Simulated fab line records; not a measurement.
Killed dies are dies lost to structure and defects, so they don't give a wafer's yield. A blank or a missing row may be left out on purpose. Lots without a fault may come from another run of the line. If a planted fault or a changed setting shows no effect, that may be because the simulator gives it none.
Which tool is to blame? || flow gf180mcu || 14 lots with 42 wafers sampled at 3 steps, on a route of 602 steps

## WHAT THE GAUGES SHOWED, per wafer
GF_M2_RS_MEAS_05: uses a four-point probe to measure.
{"lot": "L348", "measured": "day 19 00:53", "on": "film metro-01", "M2_ALCU_RS (ohm/sq)": "0.0698 0.0703 0.0702"}
{"lot": "L350", "measured": "day 20 04:36", "on": "film metro-02", "M2_ALCU_RS (ohm/sq)": "0.0691 0.0697 0.0697"}
{"lot": "L353", "measured": "day 21 08:58", "on": "film metro-03", "M2_ALCU_RS (ohm/sq)": "0.0699 0.0695 0.0691"}
{"lot": "L354", "measured": "day 21 09:21", "on": "film metro-03", "M2_ALCU_RS (ohm/sq)": "0.0700 0.0707 0.0702"}
{"lot": "L356", "measured": "day 22 00:02", "on": "film metro-03", "M2_ALCU_RS (ohm/sq)": "0.0693 0.0690 0.0694"}
{"lot": "L355", "measured": "day 22 03:34", "on": "film metro-03", "M2_ALCU_RS (ohm/sq)": "0.0697 0.0695 0.0698"}
{"lot": "L359", "measured": "day 23 09:10", "on": "film metro-01", "M2_ALCU_RS (ohm/sq)": "0.0698 0.0692 0.0700"}
{"lot": "L361", "measured": "day 23 19:01", "on": "film metro-03", "M2_ALCU_RS (ohm/sq)": "0.0702 0.0705 0.0696"}
{"lot": "L363", "measured": "day 24 07:40", "on": "film metro-01", "M2_ALCU_RS (ohm/sq)": "0.0687 0.0691 0.0692"}
{"lot": "L364", "measured": "day 24 19:10", "on": "film metro-02", "M2_ALCU_RS (ohm/sq)": "0.0703 0.0709 0.0709"}
{"lot": "L365", "measured": "day 25 05:06", "on": "film metro-02", "M2_ALCU_RS (ohm/sq)": "0.0692 0.0694 0.0692"}
{"lot": "L366", "measured": "day 25 10:40", "on": "film metro-02", "M2_ALCU_RS (ohm/sq)": "0.0695 0.0699 0.0699"}
{"lot": "L367", "measured": "day 25 16:58", "on": "film metro-02", "M2_ALCU_RS (ohm/sq)": "0.0698 0.0702 0.0696"}
{"lot": "L369", "measured": "day 26 13:34", "on": "film metro-03", "M2_ALCU_RS (ohm/sq)": "0.0702 0.0701 0.0704"}

GF_V2_THK_MEAS_03.
{"lot": "L348", "measured": "day 20 02:25", "on": "film metro-03", "V2_CVD_02_THK (nm)": "843 855 858"}
{"lot": "L350", "measured": "day 21 05:45", "on": "film metro-03", "V2_CVD_02_THK (nm)": "843 855 861"}
{"lot": "L353", "measured": "day 22 09:16", "on": "film metro-03", "V2_CVD_02_THK (nm)": "836 830 857"}
{"lot": "L354", "measured": "day 22 10:01", "on": "film metro-03", "V2_CVD_02_THK (nm)": "835 835 832"}
{"lot": "L356", "measured": "day 23 00:17", "on": "film metro-04", "V2_CVD_02_THK (nm)": "830 839 837"}
{"lot": "L355", "measured": "day 23 04:01", "on": "film metro-01", "V2_CVD_02_THK (nm)": "850 846 865"}
{"lot": "L359", "measured": "day 24 08:11", "on": "film metro-01", "V2_CVD_02_THK (nm)": "842 860 869"}
{"lot": "L361", "measured": "day 24 18:01", "on": "film metro-01", "V2_CVD_02_THK (nm)": "851 851 875"}
{"lot": "L363", "measured": "day 25 06:46", "on": "film metro-03", "V2_CVD_02_THK (nm)": "829 834 854"}
{"lot": "L364", "measured": "day 25 17:30", "on": "film metro-01", "V2_CVD_02_THK (nm)": "845 835 845"}
{"lot": "L365", "measured": "day 26 03:23", "on": "film metro-01", "V2_CVD_02_THK (nm)": "847 848 863"}
{"lot": "L366", "measured": "day 26 08:40", "on": "film metro-01", "V2_CVD_02_THK (nm)": "833 842 850"}
{"lot": "L367", "measured": "day 26 15:28", "on": "film metro-01", "V2_CVD_02_THK (nm)": "846 848 851"}
{"lot": "L369", "measured": "day 27 11:28", "on": "film metro-04", "V2_CVD_02_THK (nm)": "838 835 853"}

## TOOL THAT RAN EACH LOT (tool first, then ch and the chambers of the sampled wafers, then the start)
{"lot": "L348", "GF_M2_SPUTTER_00": "pvd sputter-04, day 19 00:38"}
{"lot": "L350", "GF_M2_SPUTTER_00": "pvd sputter-04, day 20 04:22"}
{"lot": "L353", "GF_M2_SPUTTER_00": "pvd sputter-04, day 21 08:44"}
{"lot": "L354", "GF_M2_SPUTTER_00": "pvd sputter-02, day 21 09:08"}
{"lot": "L356", "GF_M2_SPUTTER_00": "pvd sputter-03, day 21 23:49"}
{"lot": "L355", "GF_M2_SPUTTER_00": "pvd sputter-02, day 22 03:20"}
{"lot": "L359", "GF_M2_SPUTTER_00": "pvd sputter-03, day 23 08:57"}
{"lot": "L361", "GF_M2_SPUTTER_00": "pvd sputter-03, day 23 18:48"}
{"lot": "L363", "GF_M2_SPUTTER_00": "pvd sputter-03, day 24 07:26"}
{"lot": "L364", "GF_M2_SPUTTER_00": "pvd sputter-04, day 24 18:57"}
{"lot": "L365", "GF_M2_SPUTTER_00": "pvd sputter-03, day 25 04:50"}
{"lot": "L366", "GF_M2_SPUTTER_00": "pvd sputter-04, day 25 10:26"}
{"lot": "L367", "GF_M2_SPUTTER_00": "pvd sputter-03, day 25 16:44"}
{"lot": "L369", "GF_M2_SPUTTER_00": "pvd sputter-04, day 26 13:21"}
- GF_M2_SPUTTER_00: material Ti, target thk 37.5 nm, time 150 s.

## AS READ BY THE TOOLS THEMSELVES (means over the sampled wafers that have a number; for cases with no such wafer, the mark the record gives instead)
GF_M2_SPUTTER_00.
{"lot": "L348", "tool": "pvd sputter-04", "substrate temp c (C)": 199.96, "throttle valve pct (%)": 30.9}
{"lot": "L350", "tool": "pvd sputter-04", "substrate temp c (C)": 199.95, "throttle valve pct (%)": 31.5}
{"lot": "L353", "tool": "pvd sputter-04", "substrate temp c (C)": 200.09, "throttle valve pct (%)": 29.8}
{"lot": "L354", "tool": "pvd sputter-02", "substrate temp c (C)": 200.02, "throttle valve pct (%)": 29.7}
{"lot": "L356", "tool": "pvd sputter-03", "substrate temp c (C)": 200.12, "throttle valve pct (%)": 30.3}
{"lot": "L355", "tool": "pvd sputter-02", "substrate temp c (C)": 200.09, "throttle valve pct (%)": 31.6}
{"lot": "L359", "tool": "pvd sputter-03", "substrate temp c (C)": 200.07, "throttle valve pct (%)": 30.2}
{"lot": "L361", "tool": "pvd sputter-03", "substrate temp c (C)": 200.11, "throttle valve pct (%)": 29.9}
{"lot": "L363", "tool": "pvd sputter-03", "substrate temp c (C)": 200.06, "throttle valve pct (%)": 29.9}
{"lot": "L364", "tool": "pvd sputter-04", "substrate temp c (C)": 200.05, "throttle valve pct (%)": 30.7}
{"lot": "L365", "tool": "pvd sputter-03", "substrate temp c (C)": 200.13, "throttle valve pct (%)": 30.1}
{"lot": "L366", "tool": "pvd sputter-04", "substrate temp c (C)": 199.78, "throttle valve pct (%)": 29.9}
{"lot": "L367", "tool": "pvd sputter-03", "substrate temp c (C)": 200.04, "throttle valve pct (%)": 30.0}
{"lot": "L369", "tool": "pvd sputter-04", "substrate temp c (C)": 199.80, "throttle valve pct (%)": 29.8}

## THE ANSWER, worked out from the rows above alone
Rule: the usual values come from the lots themselves. The widest of any qualifying gaps counts: lots, ordered by their means at a reading, are off when they make up no more than a third of the lots, leave a main group of 4 or more, and stand apart from it by 3 or more times the standard deviation of that group's means. The tables above print the reading to a certain number of digits; a main group whose means all agree to those digits is not used. Also off: a lot with no number at a reading for which 4 or more lots have one. Any other lot the step has rows for is counted as sound. Order of review: gauges by route order, followed by the tools' own readings, for which a lot's mean as printed above is used. The first step at which some lot is off is used, and at that step the reading that is off furthest; a lot without a number counts as furthest.
No lot is off on any of the readings shown, so nothing can be concluded from this.

## WHAT THE SIMULATOR HAD PUT IN
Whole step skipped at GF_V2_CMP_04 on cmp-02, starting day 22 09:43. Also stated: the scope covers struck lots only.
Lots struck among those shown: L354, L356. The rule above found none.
